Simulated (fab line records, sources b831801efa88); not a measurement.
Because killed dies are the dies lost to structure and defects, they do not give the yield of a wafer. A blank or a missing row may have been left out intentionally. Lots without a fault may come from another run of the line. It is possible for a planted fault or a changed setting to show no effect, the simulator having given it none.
Chamber matching :: flow sfq line :: SFQ_TRILAYER_A5B_DEP_PECVD_129 on pecvd-03: 3 sister chambers
The step deposits SiO2 from SiH4/N2O, time 133.33 s, target thk 600 nm. 6 wafers are shown with their chamber, then 7 later ones without.

== EACH WAFER AND ITS CHAMBER ==
wafer: L211.4
chamber: 1
throttle valve pct (%): 22.7
showerhead vpp V (V): 829

wafer: L213.3
chamber: 1
throttle valve pct (%): 22.9
showerhead vpp V (V): 847

wafer: L213.5
chamber: 0
throttle valve pct (%): 25.4
showerhead vpp V (V): 844

wafer: L213.6
chamber: 2
throttle valve pct (%): 24.4
showerhead vpp V (V): 895

wafer: L220.2
chamber: 0
throttle valve pct (%): 25.6
showerhead vpp V (V): 860

wafer: L220.3
chamber: 2
throttle valve pct (%): 24.6
showerhead vpp V (V): 913

== WAFERS WITHOUT THEIR CHAMBER ==
wafer: L220.4
throttle valve pct (%): 25.5
showerhead vpp V (V): 874

wafer: L221.1
throttle valve pct (%): 24.6
showerhead vpp V (V): 892

wafer: L221.4
throttle valve pct (%): 22.9
showerhead vpp V (V): 833

wafer: L221.6
throttle valve pct (%): 24.7
showerhead vpp V (V): 900

wafer: L226.2
throttle valve pct (%): 24.6
showerhead vpp V (V): 902

wafer: L226.4
throttle valve pct (%): 24.8
showerhead vpp V (V): 921

wafer: L226.6
throttle valve pct (%): 25.5
showerhead vpp V (V): 865

== CHAMBER TAKEN BY EACH ==
wafer: L220.4
from the rows above: 0
in truth: 0

wafer: L221.1
from the rows above: 2
in truth: 2

wafer: L221.4
from the rows above: 1
in truth: 1

wafer: L221.6
from the rows above: 2
in truth: 2

wafer: L226.2
from the rows above: 2
in truth: 2

wafer: L226.4
from the rows above: 2
in truth: 2

wafer: L226.6
from the rows above: 0
in truth: 0
Correctly placed: 7 of 7. From these rows, 0 cannot be placed. 0 placed wrongly.
How it was worked out, from the rows above alone: a wafer's distance from a chamber is the root of the sum, over the readings, of the square of ((its reading less the chamber's mean) divided by the reading's scatter). If the next closest chamber is less than 2 further off than the closest, the wafer can't be placed; otherwise it belongs to the closest. A chamber's mean is the mean of its shown wafers. The scatter is the square root of a quotient: the sum, over the shown wafers, of each reading's squared deviation from its chamber's mean, divided by wafers minus chambers.
